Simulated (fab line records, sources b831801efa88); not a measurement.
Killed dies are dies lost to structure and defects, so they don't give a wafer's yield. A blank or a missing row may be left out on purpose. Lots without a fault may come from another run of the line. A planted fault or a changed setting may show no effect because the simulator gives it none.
Which tool did it? | flow sky130 | 10 lots, 30 wafers sampled, at 4 steps of a route of 708

WHAT THE GAUGES READ, wafer by wafer
SKY_VIA4_RS_MEAS_19: measures by four-point-probe.
lot  | measured     | on            | VIA4_W_RS (ohm/sq)
L249 | day 43 11:13 | film_metro-01 | 0.2289 0.2232 0.2233
L251 | day 43 15:42 | film_metro-04 | 0.2235 0.2301 0.2239
L259 | day 46 11:31 | film_metro-01 | 0.2234 0.2250 0.2243
L260 | day 46 16:24 | film_metro-01 | 0.5162 0.2208 0.5076
L262 | day 46 21:30 | film_metro-03 | 0.5321 0.2242 0.5250
L265 | day 47 16:25 | film_metro-03 | 0.2274 0.2288 0.2308
L267 | day 47 22:57 | film_metro-01 | 0.2277 0.2266 0.2296
L268 | day 48 04:31 | film_metro-03 | 0.2244 0.2312 0.2274
L269 | day 48 13:29 | film_metro-03 | 0.2276 0.2259 0.2274
L270 | day 48 19:29 | film_metro-04 | 0.2312 0.2306 0.2304

WHICH TOOL RAN EACH LOT (tool, then ch and the chambers of the sampled wafers, then the start)
lot  | SKY_METAL4_METAL_ETCH_18          | SKY_VIA4_SPUTTER_17          | SKY_VIA4_CVD_18
L249 | rie_metal-03 ch 0,1, day 42 10:17 | pvd_sputter-03, day 43 11:00 | cvd_w-02 ch 0,1, day 43 11:04
L251 | rie_metal-02 ch 0, day 42 14:49   | pvd_sputter-03, day 43 15:26 | cvd_w-02 ch 0,1, day 43 15:34
L259 | rie_metal-02 ch 1, day 45 10:21   | pvd_sputter-03, day 46 11:18 | cvd_w-01 ch 1, day 46 11:22
L260 | rie_metal-03 ch 0,1, day 45 15:49 | pvd_sputter-04, day 46 16:09 | cvd_w-02 ch 0,1, day 46 16:16
L262 | rie_metal-02 ch 1, day 45 21:55   | pvd_sputter-03, day 46 21:16 | cvd_w-02 ch 0,1, day 46 21:19
L265 | rie_metal-01 ch 1, day 46 17:01   | pvd_sputter-04, day 47 16:11 | cvd_w-01 ch 0,1, day 47 16:14
L267 | rie_metal-03 ch 0,1, day 47 00:50 | pvd_sputter-02, day 47 22:43 | cvd_w-01 ch 0, day 47 22:47
L268 | rie_metal-02 ch 0, day 47 07:19   | pvd_sputter-03, day 48 04:17 | cvd_w-01 ch 0,1, day 48 04:21
L269 | rie_metal-01 ch 0,1, day 47 16:08 | pvd_sputter-03, day 48 13:16 | cvd_w-01 ch 0,1, day 48 13:20
L270 | rie_metal-01 ch 0,1, day 47 19:08 | pvd_sputter-03, day 48 19:16 | cvd_w-01 ch 0,1, day 48 19:20
- SKY_METAL4_METAL_ETCH_18: etches the open film in Cl2/BCl3, stops on SiO2, target depth 845 nm, time 183.1 s.
- SKY_VIA4_SPUTTER_17: material TiN, target thk 20 nm, time 80 s.
- SKY_VIA4_CVD_18: deposits W, target thk 505 nm, time 152.14 s.

THE ANSWER, worked out from the rows above alone
Rule: what is usual is taken from the lots themselves. Put in order of their means at a reading, lots are off if they are a third of the lots or fewer, leave a main group of 4 or more, and stand apart from it by a gap of 3 or more times the standard deviation of the main group's means; of several such gaps the widest counts. A main group whose means are all the same, to the digits that the tables above print for the reading, isn't used. A lot without any number at a reading at which 4 lots or more have one is off too. The other lots that the step has rows for count as sound.
Off: L260, L262, at SKY_VIA4_RS_MEAS_19 (VIA4_W_RS). The main group: mean 0.2272 ohm/sq, standard deviation 0.002.
A tool fits if, at a process step before that reading, it ran every lot that is off, and no sound lot after the first of them. The gauges at SKY_VIA4_RS_MEAS_19 are tried like those tools. One fits: cvd_w-02 at SKY_VIA4_CVD_18. Its last sound lot is L251 (day 43 15:34), its first lot that is off L260 (day 46 16:16): a fault that began between those two fits.

WHAT THE SIMULATOR HAD PUT IN
Process parameter drift: cvd_w-02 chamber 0, from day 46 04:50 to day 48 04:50, at SKY_VIA4_CVD_18. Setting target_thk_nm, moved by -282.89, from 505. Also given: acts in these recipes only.
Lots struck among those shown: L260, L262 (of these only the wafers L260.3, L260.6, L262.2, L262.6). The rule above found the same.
